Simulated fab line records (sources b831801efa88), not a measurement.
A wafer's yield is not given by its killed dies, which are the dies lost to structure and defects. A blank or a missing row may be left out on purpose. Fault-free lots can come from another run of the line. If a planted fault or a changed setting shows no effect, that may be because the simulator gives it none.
fab line records    flow gf180mcu
record lots=14  wafers=42  last_day=34
route steps=602 shown V2@387 M3@415
lots with no fault: from the same line, run without faults
start_h: start of the lot's first displayed wafer, in hours after the record's first day    wait_h: time in hours since the lot's previous step    " same as the row above    L1.1+2: several wafers, shown together as one row    - value missing, or start not given    * or withheld: withheld    < > ~ a bound
route shown NAME@n: NAME is a module with steps in the file, n the number in the route of the first one    usual: mean/standard deviation taken from wafers without a fault    same: alike in all rows    chamber/n: place in a boat    sites: each site's reading    _std_site: their standard deviation    _edge_site: inner sites' mean taken away from outer sites' mean    radius_mm: how far each site lies from the wafer's centre    mask NAME#n: copy n    behind: tool/chamber where the wafer was last shaped    hold: why the lot was held/for how many hours/how that ended    device: the n, p or np transistor that did not switch    end of line: at the end of the route, the tests of the same wafers    a step without rows: its recipe alone    killed: the dies lost at the first sort to structure and to defects; this is not the yield of the wafer    map: a wafer's dies, x killed, . not, _ none there
set.NAME: setting as actually run; set.NAME@STEP: the setting as run at that earlier step    model.NAME: the simulator's own value behind a step, which no gauge read
route steps across a sampled set of lots; one table per step, one row per wafer
services: a tool's chamber out of use, with start hour (start_h, from the record's first day; less than 0 if before it), hours out, and reason
## steps
# step GF_V2_BOW_MEAS_05
# recipe mode=bow
# usual V2_BOW=97/7.5
lot.wafer  tool           chamber  start_h  wait_h  V2_BOW[um]
L815.2     film_metro-01  -        441.52   0.1     84
L815.3     "              -        "        "       87
L815.4     "              -        "        "       92
L816.3     film_metro-03  -        450.83   0.2     113
L816.5     "              -        "        "       105
L816.6     "              -        "        "       100
L818.2     film_metro-04  -        466.75   0.3     97
L818.3     "              -        "        "       101
L818.6     "              -        "        "       103
L820.2     film_metro-03  -        490.02   0.3     109
L820.3     "              -        "        "       96
L820.5     "              -        "        "       100
L822.2     film_metro-03  -        500.44   0.2     102
L822.3     "              -        "        "       105
L822.4     "              -        "        "       99
L823.1     film_metro-01  -        513.53   0.1     89
L823.2     "              -        "        "       84
L823.6     "              -        "        "       86
L824.2     film_metro-01  -        524.05   0.3     102
L824.5     "              -        "        "       106
L824.6     "              -        "        "       101
L825.2     film_metro-03  -        532.13   0.2     99
L825.5     "              -        "        "       99
L825.6     "              -        "        "       102
L828.1     film_metro-03  -        557.39   0.2     95
L828.4     "              -        "        "       101
L828.5     "              -        "        "       96
L830.1     film_metro-01  -        570.05   0.1     96
L830.3     "              -        "        "       93
L830.4     "              -        "        "       100
L833.1     film_metro-04  -        597.68   0.1     99
L833.4     "              -        "        "       98
L833.5     "              -        "        "       85
L835.1     film_metro-03  -        608.24   0.2     106
L835.3     "              -        "        "       110
L835.5     "              -        "        "       98
L836.1     film_metro-01  -        616.80   0.1     89
L836.2     "              -        "        "       96
L836.6     "              -        "        "       97
L837.1     film_metro-03  -        618.69   0.1     87
L837.3     "              -        "        "       86
L837.6     "              -        "        "       95
# step GF_V2_OVL_MEAS_15
# usual V2_OVL=-2/5.4
lot.wafer  tool        chamber  start_h  wait_h  V2_OVL[nm]
L815.2     overlay-01  -        466.26   0.1     3
L815.3     "           -        "        "       -6
L815.4     "           -        "        "       3
L816.3     overlay-02  -        475.12   0.1     -8
L816.5     "           -        "        "       -13
L816.6     "           -        "        "       -5
L818.2     overlay-01  -        490.71   0.1     1
L818.3     "           -        "        "       2
L818.6     "           -        "        "       -3
L820.2     overlay-02  -        514.16   0.1     5
L820.3     "           -        "        "       -7
L820.5     "           -        "        "       4
L822.2     overlay-02  -        523.61   0.1     5
L822.3     "           -        "        "       -9
L822.4     "           -        "        "       2
L823.1     overlay-01  -        536.84   0.1     -2
L823.2     "           -        "        "       8
L823.6     "           -        "        "       6
L824.2     overlay-01  -        546.85   0.1     7
L824.5     "           -        "        "       -14
L824.6     "           -        "        "       -5
L825.2     overlay-02  -        554.41   0.1     3
L825.5     "           -        "        "       0
L825.6     "           -        "        "       -3
L828.1     overlay-01  -        579.04   0.1     -1
L828.4     "           -        "        "       -10
L828.5     "           -        "        "       -6
L830.1     overlay-01  -        591.61   0.1     4
L830.3     "           -        "        "       4
L830.4     "           -        "        "       -10
L833.1     overlay-02  -        619.21   0.1     -8
L833.4     "           -        "        "       0
L833.5     "           -        "        "       -4
L835.1     overlay-01  -        629.01   0.1     6
L835.3     "           -        "        "       11
L835.5     "           -        "        "       6
L836.1     overlay-01  -        637.50   0.1     -18
L836.2     "           -        "        "       -12
L836.6     "           -        "        "       -6
L837.1     overlay-01  -        638.91   0.1     -5
L837.3     "           -        "        "       -3
L837.6     "           -        "        "       -4
# step GF_V2_CMP_26
# recipe stop_on=SiO2  down_force_psi=3.5  platen_rpm=60  t_overpolish_s=15  target_thk_nm=0  pad_velocity_m_s=0.94248
# usual motor_current_A=10.9/1.2  overpolish_run_s=15.000/0.0088  slurry_flow_ml_min=149.9/0.5  time_to_endpoint_s=86/3.4
lot.wafer  tool    chamber  start_h  wait_h  motor_current_A  overpolish_run_s  slurry_flow_ml_min  time_to_endpoint_s
L815.2     cmp-01  2        467.35   0.0     9.6              14.999            150.1               86
L815.4     "       3        "        "       11.0             15.000            151.1               85
L815.3     "       0        "        "       11.1             15.006            149.4               83
L816.3     cmp-01  3        476.25   0.1     11.3             14.994            149.2               85
L816.5     "       2        "        "       10.4             14.993            149.7               84
L816.6     "       3        "        "       10.8             14.994            150.1               85
L818.2     cmp-01  1        492.08   0.1     13.0             14.998            150.2               86
L818.3     "       3        "        "       11.0             15.026            150.0               87
L818.6     "       2        "        "       10.2             15.002            149.2               86
L820.2     cmp-02  3        515.35   0.1     11.6             15.001            148.9               88
L820.3     "       0        "        "       9.9              14.995            150.5               83
L820.5     "       1        "        "       8.8              15.016            150.0               88
L822.4     cmp-01  3        524.77   0.1     10.6             14.991            150.6               81
L822.3     "       0        "        "       11.5             15.002            149.6               76
L822.2     "       1        "        "       12.4             14.995            149.8               84
L823.2     cmp-02  3        537.99   0.0     11.7             14.992            149.3               81
L823.1     "       2        "        "       11.3             15.004            150.1               91
L823.6     "       3        "        "       11.8             15.013            149.6               85
L824.2     cmp-01  1        548.03   0.1     13.6             15.014            150.2               86
L824.6     "       3        "        "       10.9             14.991            150.5               84
L824.5     "       0        "        "       10.9             15.011            150.1               85
L825.2     cmp-02  1        555.55   0.1     9.1              14.976            150.4               87
L825.5     "       0        "        "       10.0             14.990            150.2               85
L825.6     "       1        "        "       9.3              14.991            150.2               90
L828.4     cmp-02  0        580.13   0.0     10.2             0.041             149.6               128
L828.1     "       2        "        "       11.2             0.040             149.6               128
L828.5     "       0        "        "       10.3             0.033             149.4               128
L830.1     cmp-02  1        592.75   0.1     9.6              0.036             149.3               130
L830.3     "       2        "        "       11.5             0.032             150.9               130
L830.4     "       3        "        "       11.7             0.039             149.1               130
L833.4     cmp-01  2        620.40   0.1     9.9              14.996            150.1               80
L833.1     "       3        "        "       11.0             15.001            149.9               83
L833.5     "       1        "        "       12.8             14.999            150.8               90
L835.1     cmp-01  2        630.10   0.1     9.8              15.010            150.2               86
L835.3     "       3        "        "       10.7             15.006            150.0               87
L835.5     "       3        "        "       10.6             14.988            150.8               87
L836.2     cmp-01  0        638.59   0.0     10.9             14.998            149.7               85
L836.1     "       1        "        "       13.3             14.994            150.4               88
L836.6     "       1        "        "       13.0             15.000            150.4               94
L837.1     cmp-01  0        640.09   0.1     10.9             14.994            149.9               87
L837.3     "       2        "        "       9.4              15.008            149.0               84
L837.6     "       1        "        "       13.2             15.007            149.8               89
# step GF_M3_THK_MEAS_06
# recipe thk_meas_gauge=xrf  reads=AlCu_of_M3_SPUTTER_02
# usual M3_ALCU_THK=450/5.7
lot.wafer  tool           chamber  start_h  wait_h  M3_ALCU_THK[nm]
L815.2     film_metro-02  -        468.00   0.1     439
L815.3     "              -        "        "       444
L815.4     "              -        "        "       444
L816.3     film_metro-04  -        476.86   0.1     456
L816.5     "              -        "        "       443
L816.6     "              -        "        "       456
L818.2     film_metro-02  -        492.73   0.1     445
L818.3     "              -        "        "       456
L818.6     "              -        "        "       451
L820.2     film_metro-02  -        515.90   0.1     458
L820.3     "              -        "        "       445
L820.5     "              -        "        "       452
L822.2     film_metro-02  -        525.37   0.1     454
L822.3     "              -        "        "       456
L822.4     "              -        "        "       448
L823.1     film_metro-02  -        538.64   0.1     447
L823.2     "              -        "        "       459
L823.6     "              -        "        "       461
L824.2     film_metro-04  -        548.58   0.1     453
L824.5     "              -        "        "       448
L824.6     "              -        "        "       450
L825.2     film_metro-02  -        556.15   0.1     449
L825.5     "              -        "        "       446
L825.6     "              -        "        "       446
L833.1     film_metro-01  -        620.95   0.1     454
L833.4     "              -        "        "       454
L833.5     "              -        "        "       449
L835.1     film_metro-01  -        630.74   0.1     443
L835.3     "              -        "        "       447
L835.5     "              -        "        "       448
L836.1     film_metro-02  -        639.23   0.1     456
L836.2     "              -        "        "       452
L836.6     "              -        "        "       454
L837.1     film_metro-04  -        640.73   0.1     458
L837.3     "              -        "        "       459
L837.6     "              -        "        "       450
## services
tool    chamber  start_h  hours  kind
cmp-02  -        454.54   12.0   pm
cmp-02  -        490.13   5.3    pm
cmp-01  -        516.56   1.1    repair
cmp-01  -        572.24   4.0    pm
cmp-02  -        575.86   2.2    repair
cmp-01  -        576.24   -      consumable_replace:conditioner
cmp-01  -        576.24   -      consumable_replace:pad
## key
first_sign step=GF_V2_CMP_26  reading=overpolish_run_s  direction=down  sigmas=99+  usual=15.000  struck=0.037
effect step=GF_V2_CMP_26  reading=time_to_endpoint_s  direction=up  sigmas=13  usual=*  struck=*
met_at GF_V2_CMP_26
struck_lots L828,L830
later_rows_left_out L828.1,L828.4,L828.5,L830.1,L830.3,L830.4
sort_left_out L828.1,L828.4,L828.5,L830.1,L830.3,L830.4
not_acting_at GF_V2_BOW_MEAS_05,GF_V2_OVL_MEAS_15,GF_M3_THK_MEAS_06
onset_between 555.55 580.13
fault kind=process_parameter_drift  tool=cmp-02  chamber=-  onset_h=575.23  steps=GF_V2_CMP_26  channel=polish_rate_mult  offset=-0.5  shape=step  end_h=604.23
# sort_left_out: the simulated sort isn't trusted on such a fault, so these wafers' sort isn't shown, and their yield isn't known
# later_rows_left_out: the simulator's readings of these wafers behind a module that went badly wrong aren't trusted and aren't shown, but for the sort
